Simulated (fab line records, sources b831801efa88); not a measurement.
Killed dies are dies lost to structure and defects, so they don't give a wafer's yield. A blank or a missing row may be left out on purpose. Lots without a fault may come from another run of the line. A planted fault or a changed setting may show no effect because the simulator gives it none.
Which tool did it? | flow sky130 | 10 lots, 30 wafers sampled, at 4 steps of a route of 708

WHAT THE GAUGES READ, wafer by wafer
SKY_VIA1_RS_MEAS_22: measures by four-point-probe.
lot  | measured     | on            | VIA1_W_RS (ohm/sq)
L382 | day 35 18:51 | film_metro-02 | 0.435 0.419 0.416
L384 | day 36 15:09 | film_metro-02 | 0.420 0.431 0.427
L386 | day 36 16:20 | film_metro-04 | 0.435 0.423 0.431
L385 | day 36 15:59 | film_metro-01 | 0.421 0.426 0.417
L391 | day 38 03:04 | film_metro-01 | 1.291 0.430 0.430
L390 | day 38 04:43 | film_metro-01 | 0.429 1.293 1.278
L394 | day 39 00:14 | film_metro-01 | 0.425 0.431 0.433
L400 | day 40 21:31 | film_metro-02 | 0.427 0.418 0.426
L402 | day 41 03:34 | film_metro-01 | 0.431 0.432 0.433
L401 | day 41 06:49 | film_metro-04 | 0.433 0.435 0.427

SKY_VIA1_THK_MEAS_23: measures by xrf.
lot  | measured     | on            | VIA1_W_THK (nm)
L382 | day 35 18:58 | film_metro-02 | 267 278 279
L384 | day 36 15:16 | film_metro-02 | 275 269 271
L386 | day 36 16:28 | film_metro-04 | 265 274 269
L385 | day 36 16:07 | film_metro-01 | 273 272 279
L391 | day 38 03:10 | film_metro-01 | 93 271 271
L390 | day 38 04:50 | film_metro-01 | 272 93 93
L394 | day 39 00:21 | film_metro-01 | 272 269 269
L400 | day 40 21:38 | film_metro-02 | 273 279 274
L402 | day 41 03:40 | film_metro-01 | 271 269 269
L401 | day 41 06:55 | film_metro-04 | 268 269 273

WHICH TOOL RAN EACH LOT (tool, then ch and the chambers of the sampled wafers, then the start)
lot  | SKY_METAL1_SPUTTER_01        | SKY_VIA1_CVD_21
L382 | pvd_sputter-01, day 32 14:08 | cvd_w-02 ch 0,1, day 35 18:45
L384 | pvd_sputter-01, day 33 21:28 | cvd_w-02 ch 0,1, day 36 15:04
L386 | pvd_sputter-01, day 33 22:17 | cvd_w-02 ch 0,1, day 36 16:14
L385 | pvd_sputter-03, day 33 22:25 | cvd_w-01 ch 0,1, day 36 15:53
L391 | pvd_sputter-04, day 36 00:41 | cvd_w-02 ch 0,1, day 38 02:56
L390 | pvd_sputter-03, day 36 01:26 | cvd_w-02 ch 0,1, day 38 04:37
L394 | pvd_sputter-01, day 36 19:53 | cvd_w-01 ch 0,1, day 39 00:08
L400 | pvd_sputter-03, day 38 18:34 | cvd_w-01 ch 0,1, day 40 21:25
L402 | pvd_sputter-04, day 39 00:23 | cvd_w-02 ch 1, day 41 03:27
L401 | pvd_sputter-01, day 39 02:35 | cvd_w-02 ch 1, day 41 06:41
- SKY_METAL1_SPUTTER_01: material TiN, target thk 20 nm, time 16.7 s.
- SKY_VIA1_CVD_21: deposits W, target thk 270 nm, time 80.902 s.

WHAT THE TOOLS THEMSELVES READ (means of the sampled wafers that have a number; where no wafer has one, the mark that the record gives instead)
SKY_METAL1_SPUTTER_01.
lot  | tool           | throttle_valve_pct (%)
L382 | pvd_sputter-01 | 30.3
L384 | pvd_sputter-01 | 30.0
L386 | pvd_sputter-01 | 30.5
L385 | pvd_sputter-03 | 30.3
L391 | pvd_sputter-04 | 30.3
L390 | pvd_sputter-03 | 30.2
L394 | pvd_sputter-01 | 30.0
L400 | pvd_sputter-03 | 30.5
L402 | pvd_sputter-04 | 30.0
L401 | pvd_sputter-01 | 30.7

SKY_VIA1_CVD_21.
lot  | tool     | chamber_pressure_Torr (Torr) | heater_power_w (W)
L382 | cvd_w-02 | 40.06                        | 1039
L384 | cvd_w-02 | 40.05                        | 1024
L386 | cvd_w-02 | 40.03                        | 1018
L385 | cvd_w-01 | 40.02                        | 895
L391 | cvd_w-02 | 39.92                        | 1020
L390 | cvd_w-02 | 39.93                        | 1036
L394 | cvd_w-01 | 39.96                        | 905
L400 | cvd_w-01 | 39.97                        | 910
L402 | cvd_w-02 | 39.92                        | 984
L401 | cvd_w-02 | 40.03                        | 986

THE ANSWER, worked out from the rows above alone
Rule: what is usual is taken from the lots themselves. Put in order of their means at a reading, lots are off if they are a third of the lots or fewer, leave a main group of 4 or more, and stand apart from it by a gap of 3 or more times the standard deviation of the main group's means; of several such gaps the widest counts. A main group whose means are all the same, to the digits that the tables above print for the reading, isn't used. A lot without any number at a reading at which 4 lots or more have one is off too. The other lots that the step has rows for count as sound. The gauges are gone through in route order, then the tools' own readings, and for those a lot's mean is taken as printed above. The first step at which some lot is off is used, and at that step the reading that is off furthest; a lot without a number counts as furthest.
Off: L391, L390, at SKY_VIA1_RS_MEAS_22 (VIA1_W_RS). The main group: mean 0.427 ohm/sq, standard deviation 0.0038.
A tool fits if, at a process step before that reading, it ran every lot that is off, and no sound lot after the first of them. The gauges at SKY_VIA1_RS_MEAS_22 are tried like those tools. None of those tried fits.

WHAT THE SIMULATOR HAD PUT IN
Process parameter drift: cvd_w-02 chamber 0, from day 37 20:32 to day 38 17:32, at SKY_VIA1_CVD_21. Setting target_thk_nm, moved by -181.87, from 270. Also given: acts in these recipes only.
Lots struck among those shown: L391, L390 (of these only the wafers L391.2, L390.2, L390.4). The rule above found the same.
